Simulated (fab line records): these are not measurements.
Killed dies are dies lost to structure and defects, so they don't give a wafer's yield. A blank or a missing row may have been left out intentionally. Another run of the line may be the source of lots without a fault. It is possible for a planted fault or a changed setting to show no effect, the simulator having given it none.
Comparing a struck lot with a sound one	flow sky130	15 out of 708 route steps
Sound: these wafers, L940.1, L940.2, L940.3. Wafers struck: L943.1, L943.2, L943.3. The cause comes at the end.
At each step with rows: each side's tool, then ch and its chambers, then its first start. Under that, the readings that differ: sound wafers	struck wafers	difference of the means	sigmas: that difference in standard deviations of wafers without a fault.
alike: words and numbers the same on both sides, and readings whose means are apart by under 2 such deviations; not compared: readings that were withheld, readings missing a value for some wafer, numbers with overlapping values and no deviation given by the record, and bounds like >300 which may hide the same value.
A row with sigmas, a row that says differs or no value, or rows on one side alone: a step with any of these is where the two part. Numbers that don't overlap but have no deviation are shown without sigmas and don't part them. Lack of a reading on every wafer of one side parts them only where that side has two or more wafers.

SKY_VIA2_STRIP_16: strips in O2/N2.
  sound on plasma-asher-02 ch 0,1, day 39 05:07; struck on plasma-asher-02 ch 0,1, day 40 02:43
  alike: drypump-motor-current-A, oes-product-au, strip-time-to-endpoint-s
  not compared: rf-hours-counter-h
then, 4 steps without rows for these wafers: SKY_VIA2_STRIP_17 (strips in post etch residue remover, time 1200 s); SKY_VIA2_CLEAN_18 (cleans in IPA, time 180 s); SKY_VIA2_CLEAN_19 (cleans in O3/DIW); SKY_VIA2_SPUTTER_20 (material TiN, target thk 20 nm, time 80 s).
SKY_VIA2_CVD_21: deposits W, target thk 420 nm, time 126.4 s.
  sound on cvd-w-01 ch 0,1, day 39 05:46; struck on cvd-w-02 ch 0,1, day 40 03:22
  alike: heater-power-w
SKY_VIA2_RS_MEAS_22: uses a four-point probe to measure.
  struck on film-metro-03, day 40 03:29; sound on film-metro-02, day 39 05:53
  alike: VIA2_W_RS
SKY_VIA2_THK_MEAS_23: measures by xrf.
  struck on film-metro-03, day 40 03:37; sound on film-metro-02, day 39 06:01
  alike: VIA2_W_THK
then, 1 step without rows for these wafers: SKY_VIA2_CMP_24 (polishes, stops on SiO2, t overpolish 20 s, target thk 0 nm).
SKY_METAL3_SPUTTER_00: material Ti, target thk 15 nm, time 10 s.
  struck on pvd-sputter-03, day 40 03:58; sound on pvd-sputter-04, day 39 06:22
  alike: cathode-dc-power-W, chamber-pressure-pa, throttle-valve-pct
SKY_METAL3_SPUTTER_01: material TiN, target thk 20 nm, time 16.7 s.
  struck on pvd-sputter-03, day 40 04:00; sound on pvd-sputter-04, day 39 06:24
  alike: cathode-dc-power-W, chamber-pressure-pa, throttle-valve-pct
then, 1 step without rows for these wafers: SKY_METAL3_SPUTTER_02 (material AlCu, target thk 735 nm, time 39.1 s).
SKY_METAL3_SPUTTER_03: material Ti, target thk 5 nm, time 3.3 s.
  struck on pvd-sputter-03, day 40 04:04; sound on pvd-sputter-04, day 39 06:28
  no value came back on the struck wafers for cathode-dc-power-W (W), chamber-pressure-pa (Pa), throttle-valve-pct (%); on the sound wafers cathode-dc-power-W (W) reads 2999.6 3000.0 3000.4
SKY_METAL3_SPUTTER_04: material TiN, target thk 70 nm, time 58.3 s.
  struck on pvd-sputter-03, day 40 04:05; sound on pvd-sputter-04, day 39 06:29
  alike: cathode-dc-power-W, chamber-pressure-pa, throttle-valve-pct
-- the record jumps here: 9 days lie between the struck wafers' starts before and after (it left off in module METAL3 and takes up again in module PAD_OPEN, whose first step shown is number 708 of the route) --
SKY_PAD_OPEN_PROBE_99:
  struck on prober-02, day 48 19:08; sound on prober-02, day 48 00:55
reading	sound	struck	difference	sigmas
model.etest.via3-chain.rc-ohm	9.943 10.44 10.84	11.88 11.57 11.21	+1.15	
  alike: defect-limited-yield, killed_at_M0_to_M3, killed_at_M4_up, killed-at-contacts, killed-at-front-end, killed-at-other, killed-dies, killed-open, killed-short, sort_bin_3_pad_short, sort_bin_5_function, sort_bin_6_memory, sort-n-pass, sort-yield-pct

== WHERE THEY PART ==
Only at SKY_METAL3_SPUTTER_03, within this record. Later steps at which nothing parts them and some readings are alike: SKY_METAL3_SPUTTER_04, SKY_PAD_OPEN_PROBE_99.

WHY: what had been put in by the simulator
Beginning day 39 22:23, the whole step at SKY_METAL3_SPUTTER_03 was skipped on pvd-sputter-03. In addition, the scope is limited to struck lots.
